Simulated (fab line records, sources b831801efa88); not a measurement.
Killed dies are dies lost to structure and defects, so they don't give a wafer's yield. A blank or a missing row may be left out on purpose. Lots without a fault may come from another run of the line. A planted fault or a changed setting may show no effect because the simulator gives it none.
Tool commonality check | flow sky130 | 11 lots, 33 wafers sampled

WHY IT WAS OPENED
At SKY_SD_N_RS_MEAS_16 the reading SD_N_RS is flagged on 2 of 11 lots. Wafers without a fault read 68.58 ohm/sq, standard deviation 0.13.
Rule: a lot is flagged when every wafer of it that has a number lies more than 4 standard deviations from that mean, or none has a number. The other lots count as sound.

lot  | measured     | on            | SD_N_RS (ohm/sq), wafer by wafer | flag
L222 | day 27 15:26 | film_metro-03 | 68.73 68.71 68.67                |
L227 | day 30 04:20 | film_metro-03 | 68.71 68.38 68.77                |
L228 | day 30 14:14 | film_metro-03 | 68.64 68.70 68.73                |
L229 | day 30 17:08 | film_metro-01 | 68.56 68.40 68.52                |
L231 | day 31 07:56 | film_metro-02 | 68.40 68.43 68.51                |
L232 | day 31 14:19 | film_metro-03 | 68.84 68.77 68.67                |
L234 | day 32 04:29 | film_metro-02 | 71.25 70.96 71.23                | FLAGGED
L236 | day 32 17:18 | film_metro-01 | 71.46 71.23 71.29                | FLAGGED
L240 | day 35 09:29 | film_metro-03 | 68.60 68.65 68.75                |
L239 | day 35 12:18 | film_metro-03 | 68.85 68.68 68.73                |
L242 | day 35 12:35 | film_metro-02 | 68.57 68.55 68.36                |
The numbers of the flagged lots are 71.24 ohm/sq on average: +2.66 ohm/sq against the usual, or +20 standard deviations.

WHICH TOOL RAN EACH LOT
The record holds 2 process steps before the reading, out of a route of 708 steps. In each cell: the tool, then ch and the chambers that the sampled wafers went through, then the start.
lot  | flag    | SKY_SPACER_ETCHBACK_02             | SKY_SD_N_RTA_14
L222 |         | rie_diel-02 ch 1,2, day 22 16:22   | rtp_anneal-02 ch 0, day 27 15:16
L227 |         | rie_diel-01 ch 0,2,3, day 25 09:07 | rtp_anneal-01 ch 0, day 30 04:09
L228 |         | rie_diel-03 ch 1,3, day 25 19:21   | rtp_anneal-02 ch 0, day 30 14:03
L229 |         | rie_diel-03 ch 1,2, day 25 23:29   | rtp_anneal-01 ch 0, day 30 16:57
L231 |         | rie_diel-03 ch 1,2,3, day 26 19:01 | rtp_anneal-01 ch 0, day 31 07:46
L232 |         | rie_diel-01 ch 0,2,3, day 27 01:35 | rtp_anneal-02 ch 0, day 31 14:08
L234 | FLAGGED | rie_diel-02 ch 0,1, day 27 14:10   | rtp_anneal-02 ch 0, day 32 04:19
L236 | FLAGGED | rie_diel-03 ch 2,3, day 28 05:47   | rtp_anneal-02 ch 0, day 32 17:07
L240 |         | rie_diel-03 ch 1,2, day 31 02:37   | rtp_anneal-01 ch 0, day 35 09:17
L239 |         | rie_diel-01 ch 1,2,3, day 31 02:37 | rtp_anneal-01 ch 0, day 35 12:07
L242 |         | rie_diel-02 ch 0,2,3, day 31 02:41 | rtp_anneal-01 ch 0, day 35 12:24
What these steps do:
- SKY_SPACER_ETCHBACK_02: etches Si3N4 in CH3F/O2, stops on SiO2, time 46.7 s, target depth 45 nm.
- SKY_SD_N_RTA_14: time 2 s.
- SKY_SD_N_RS_MEAS_16: measures by four-point-probe.

FLAGGED OVER TOTAL, TOOL BY TOOL (the gauges that took the reading come last)
step                   | tool          | lots run | flagged | share of the flagged lots | sound lots run after its first flagged lot
SKY_SPACER_ETCHBACK_02 | rie_diel-01   | 3        | 0       | none                      | -
SKY_SPACER_ETCHBACK_02 | rie_diel-02   | 3        | 1       | some                      | 1 (L242)
SKY_SPACER_ETCHBACK_02 | rie_diel-03   | 5        | 1       | some                      | 1 (L240)
SKY_SD_N_RTA_14        | rtp_anneal-01 | 6        | 0       | none                      | -
SKY_SD_N_RTA_14        | rtp_anneal-02 | 5        | 2       | all                       | 0
SKY_SD_N_RS_MEAS_16    | film_metro-01 | 2        | 1       | some                      | 0
SKY_SD_N_RS_MEAS_16    | film_metro-02 | 3        | 1       | some                      | 1 (L242)
SKY_SD_N_RS_MEAS_16    | film_metro-03 | 6        | 0       | none                      | -

WHAT THE TABLE ALLOWS
1 row of the table ran every flagged lot: rtp_anneal-02 at SKY_SD_N_RTA_14.
- rtp_anneal-02 at SKY_SD_N_RTA_14: 2 of its 5 lots flagged. Its last sound lot is L232 (day 31 14:08), its first flagged lot L234 (day 32 04:19): a fault that began between those two fits.
One tool is left: rtp_anneal-02 at SKY_SD_N_RTA_14.

WHAT THE SIMULATOR HAD PUT IN
Process parameter drift: rtp_anneal-02, from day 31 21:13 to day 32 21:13, at SKY_SD_N_RTA_14. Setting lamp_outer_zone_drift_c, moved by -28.
Lots struck among those shown: L234, L236. The rule above found the same.
